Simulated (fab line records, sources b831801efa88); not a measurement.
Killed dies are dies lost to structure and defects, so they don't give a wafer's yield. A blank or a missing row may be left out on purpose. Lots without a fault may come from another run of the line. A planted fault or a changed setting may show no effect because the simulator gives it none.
Problem report in the 8D (eight disciplines) form, filled by code | flow sky130 | the parts of the form that need people (team, actions taken, sign-off) are left out

1. THE PROBLEM
oes_product_au at SKY_LDD_N_STRIP_16 reads a mean of 0.621 a.u. on 3 wafers of 1 lot; wafers without a fault read 0.406 a.u. with a standard deviation of 0.0048. That is +45 standard deviations from the usual mean.
The step: strips in O2/N2.
First seen on wafer L816.1, day 22 03:01, on plasma_asher-04. The record holds 36 wafers of 12 lots with a number at this step. Rule for "out", or "out of limits": more than 4 standard deviations from the usual mean. The other wafers with a number count as sound.

2. WHAT IT IS AND WHAT IT IS NOT
question                    | is                     | is not
which readings at this step | oes_product_au         | chamber_pressure_mTorr, drypump_motor_current_A, o2_flow_sccm
which lots                  | L816                   | L806, L807, L808, L809, L813, L814, L821, L825, L826, L827, L828
which wafers of those lots  | all that have a number | -
read on which tools         | plasma_asher-04        | plasma_asher-01, plasma_asher-02
when                        | from day 22 03:01      | up to then (18 sound wafers); but 15 sound wafers of L821, L825, L826, L827, L828 came after

3. SUSPECTS, AND WHAT RULES EACH OUT
Counting: a tool at a process step up to the reading stays a suspect if it ran every lot that is out and no sound lot after the first of them.
- rie_diel-01 at SKY_FIELD_ISO_ETCH_14 (etches BARC in N2/H2, stops on SiO2, time 45.9 s, target depth 60 nm): ruled out as a lasting fault. Sound lots L821, L825, L827 ran on it after its first lot that is out, L816 (day 4 17:13).
- plasma_asher-04 at SKY_LDD_N_STRIP_16 (strips in O2/N2): ruled out as a lasting fault. Sound lots L825, L827, L828 ran on it after its first lot that is out, L816 (day 22 03:01).
Left after counting: nothing in the record.

4. THE CAUSE (what the simulator had put in)
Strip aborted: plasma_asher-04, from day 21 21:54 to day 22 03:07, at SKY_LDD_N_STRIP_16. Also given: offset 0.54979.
Counting ruled it out, wrongly.

5. THE CHAIN OF EFFECTS, in route order
Each row: a reading whose mean over the struck wafers that have a number lies more than 3 standard deviations from the usual. Only readings for which the record gives a usual standard deviation are gone through. hours: the time from each lot's start at the first step in this table that gives one to its start at this step, as a median over the lots. sigmas: the change in usual standard deviations.
hours | step               | reading        | usual      | on struck wafers | change | sigmas
0     | SKY_LDD_N_STRIP_16 | oes_product_au | 0.406 a.u. | 0.621            | +0.215 | +45
The process steps in it:
- SKY_LDD_N_STRIP_16: strips in O2/N2.
Readings that are blank on the struck wafers while sound wafers have them: strip_time_to_endpoint_s at SKY_LDD_N_STRIP_16.

6. WHAT WOULD HAVE CAUGHT IT SOONER
In this record the first reading out of limits was taken at day 22 03:01, 5 hours after the fault began at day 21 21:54.
